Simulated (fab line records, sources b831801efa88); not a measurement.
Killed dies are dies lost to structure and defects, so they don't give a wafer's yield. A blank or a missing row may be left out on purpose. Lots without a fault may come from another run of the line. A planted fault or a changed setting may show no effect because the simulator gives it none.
Problem report in the 8D (eight disciplines) form, filled by code | flow gf180mcu | the parts of the form that need people (team, actions taken, sign-off) are left out

1. THE PROBLEM
VT_IMPLANT_TW at GF_VT_IMPLANT_TW_MEAS_10 reads a mean of 30 on 6 wafers of 2 lots; wafers without a fault read 561 with a standard deviation of 5.3. That is -99 or more standard deviations from the usual mean.
First seen on wafer L842.2, day 10 05:40, on film_metro-02. The record holds 42 wafers of 14 lots with a number at this step. Rule for "out", or "out of limits": more than 4 standard deviations from the usual mean. The other wafers with a number count as sound.

2. WHAT IT IS AND WHAT IT IS NOT
question                    | is                           | is not
which readings at this step | VT_IMPLANT_TW                | -
which lots                  | L842, L843                   | L824, L825, L827, L829, L831, L833, L835, L836, L837, L839, L840, L841
which wafers of those lots  | all that have a number       | -
read on which gauges        | film_metro-02, film_metro-03 | film_metro-04
when                        | from day 10 05:40            | up to then (36 sound wafers)

3. SUSPECTS, AND WHAT RULES EACH OUT
Counting: a tool at a process step up to the reading stays a suspect if it ran every lot that is out and no sound lot after the first of them.
- the gauge at GF_VT_IMPLANT_TW_MEAS_10: ruled out. The wafers that are out were read on 2 gauges (film_metro-02, film_metro-03).
- litho_track-01 at GF_VT_IMPLANT_DEVELOP_06 (develop time 60 s): kept. It ran every lot that is out, first L842 (day 10 05:15), and no sound lot after that; its last sound lot up to then is L841 (day 10 00:48).
Left after counting: litho_track-01 at GF_VT_IMPLANT_DEVELOP_06.

4. THE CAUSE (what the simulator had put in)
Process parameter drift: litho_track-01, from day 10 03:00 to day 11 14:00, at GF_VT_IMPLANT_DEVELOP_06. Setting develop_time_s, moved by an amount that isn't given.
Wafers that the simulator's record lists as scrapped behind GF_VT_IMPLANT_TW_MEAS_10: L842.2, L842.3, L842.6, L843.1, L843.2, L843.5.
Counting left only this tool.

5. THE CHAIN OF EFFECTS, in route order
Each row: a reading whose mean over the struck wafers that have a number lies more than 3 standard deviations from the usual. Only readings for which the record gives a usual standard deviation are gone through. hours: the time from each lot's start at the first step in this table that gives one to its start at this step, as a median over the lots. sigmas: the change in usual standard deviations.
hours | step                     | reading       | usual | on struck wafers | change | sigmas
0     | GF_VT_IMPLANT_TW_MEAS_10 | VT_IMPLANT_TW | 561   | 30               | -531   | -99 or more

6. WHAT WOULD HAVE CAUGHT IT SOONER
In this record the first reading out of limits at a measuring or inspecting step was taken at day 10 05:40, 3 hours after the fault began at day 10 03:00.
Of the tool readings at GF_VT_IMPLANT_DEVELOP_06 for which the record gives a usual standard deviation, none was out on any struck wafer, so an alarm limit of 4 standard deviations on them would not have fired.
Of the lots that are out (2), L843 began GF_VT_IMPLANT_DEVELOP_06 on litho_track-01 after day 10 05:40. A hold on the tool at that time would have spared it.
